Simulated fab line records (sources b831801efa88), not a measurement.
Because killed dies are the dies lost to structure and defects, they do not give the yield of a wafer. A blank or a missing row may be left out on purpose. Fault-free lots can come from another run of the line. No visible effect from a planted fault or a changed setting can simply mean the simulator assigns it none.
Commonality check across tools | flow gf180mcu | 13 lots and 39 wafers in the sample

== REASON FOR OPENING ==
Of 13 lots, 2 have the reading LVPWELL_RS flagged at GF_VT_IMPLANT_RS_MEAS_48. Wafers without a fault read 1197 ohm/sq, standard deviation 3.3.
Rule: a lot is flagged when every wafer of it that has a number lies more than 4 standard deviations from that mean, or none has a number. The rest of the lots are taken to be sound.

lot  | measured     | on            | LVPWELL_RS (ohm/sq), wafer by wafer | flag
L246 | day 7 18:30  | film-metro-03 | 1196 1192 1197                      |
L247 | day 8 00:19  | film-metro-04 | 1198 1199 1198                      |
L248 | day 8 09:38  | film-metro-02 | 1194 1196 1192                      |
L249 | day 8 15:42  | film-metro-03 | 1193 1198 1196                      |
L250 | day 9 04:13  | film-metro-04 | 1198 1198 1198                      |
L253 | day 9 20:02  | film-metro-02 | 1197 1196 1196                      |
L254 | day 10 02:36 | film-metro-02 | 1200 1201 1199                      |
L255 | day 10 07:57 | film-metro-04 | 1094 1098 1099                      | FLAGGED
L256 | day 10 15:40 | film-metro-03 | 1095 1094 1097                      | FLAGGED
L259 | day 11 12:55 | film-metro-03 | 1192 1192 1194                      |
L262 | day 12 08:26 | film-metro-04 | 1195 1195 1196                      |
L264 | day 12 19:05 | film-metro-02 | 1199 1197 1198                      |
L265 | day 13 04:49 | film-metro-04 | 1202 1202 1206                      |
The mean of the flagged lots' numbers is 1096 ohm/sq, -101 ohm/sq from the usual (-31 standard deviations).

== LOT BY LOT: THE TOOL USED ==
The record keeps 1 process step preceding the reading, out of 602 steps on the route. Each cell gives the tool, then ch followed by the chambers the sampled wafers passed through, then the start.
lot  | flag    | GF_LVPWELL_IMPLANT_09
L246 |         | implanter-01 ch 0, day 4 01:11
L247 |         | implanter-01 ch 0, day 4 07:43
L248 |         | implanter-02 ch 0, day 4 15:02
L249 |         | implanter-03 ch 0, day 4 18:53
L250 |         | implanter-01 ch 0, day 5 01:14
L253 |         | implanter-01 ch 0, day 5 17:39
L254 |         | implanter-03 ch 0, day 6 00:03
L255 | FLAGGED | implanter-03 ch 0, day 6 04:33
L256 | FLAGGED | implanter-03 ch 0, day 6 11:11
L259 |         | implanter-01 ch 0, day 7 04:54
L262 |         | implanter-02 ch 0, day 7 20:27
L264 |         | implanter-02 ch 0, day 8 06:08
L265 |         | implanter-01 ch 0, day 8 14:14
What the steps here do:
- GF_LVPWELL_IMPLANT_09
- GF_VT_IMPLANT_RS_MEAS_48: measures by four-point-probe.

== FLAGGED AGAINST TOTAL, ONE TOOL AT A TIME (gauges that did the reading follow at the end) ==
step                     | tool          | lots run | flagged | share of the flagged lots | sound lots run after its first flagged lot
GF_LVPWELL_IMPLANT_09    | implanter-01  | 6        | 0       | none                      | -
GF_LVPWELL_IMPLANT_09    | implanter-02  | 3        | 0       | none                      | -
GF_LVPWELL_IMPLANT_09    | implanter-03  | 4        | 2       | all                       | 0
GF_VT_IMPLANT_RS_MEAS_48 | film-metro-02 | 4        | 0       | none                      | -
GF_VT_IMPLANT_RS_MEAS_48 | film-metro-03 | 4        | 1       | some                      | 1 (L259)
GF_VT_IMPLANT_RS_MEAS_48 | film-metro-04 | 5        | 1       | some                      | 2 (L262,L265)

== WHAT THE TABLE PERMITS ==
Rows of the table that ran each flagged lot: 1, that is implanter-03 at GF_LVPWELL_IMPLANT_09.
- implanter-03 at GF_LVPWELL_IMPLANT_09 ran 4 lots, 2 of them flagged. A fault beginning between L254 (day 6 00:03), its last sound lot, and L255 (day 6 04:33), its first flagged one, fits the data. Its own readings lie more than 4 standard deviations out on every wafer of the flagged lots: dose-ions-cm2, faraday-current-uA.
Left over: one tool, implanter-03 at GF_LVPWELL_IMPLANT_09.

== WHAT THE SIMULATOR HAD INSERTED ==
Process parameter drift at GF_LVPWELL_IMPLANT_09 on implanter-03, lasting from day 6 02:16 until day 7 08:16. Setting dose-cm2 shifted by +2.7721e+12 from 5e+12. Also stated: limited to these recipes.
Lots struck among those shown: L255, L256. Same finding as the rule above.
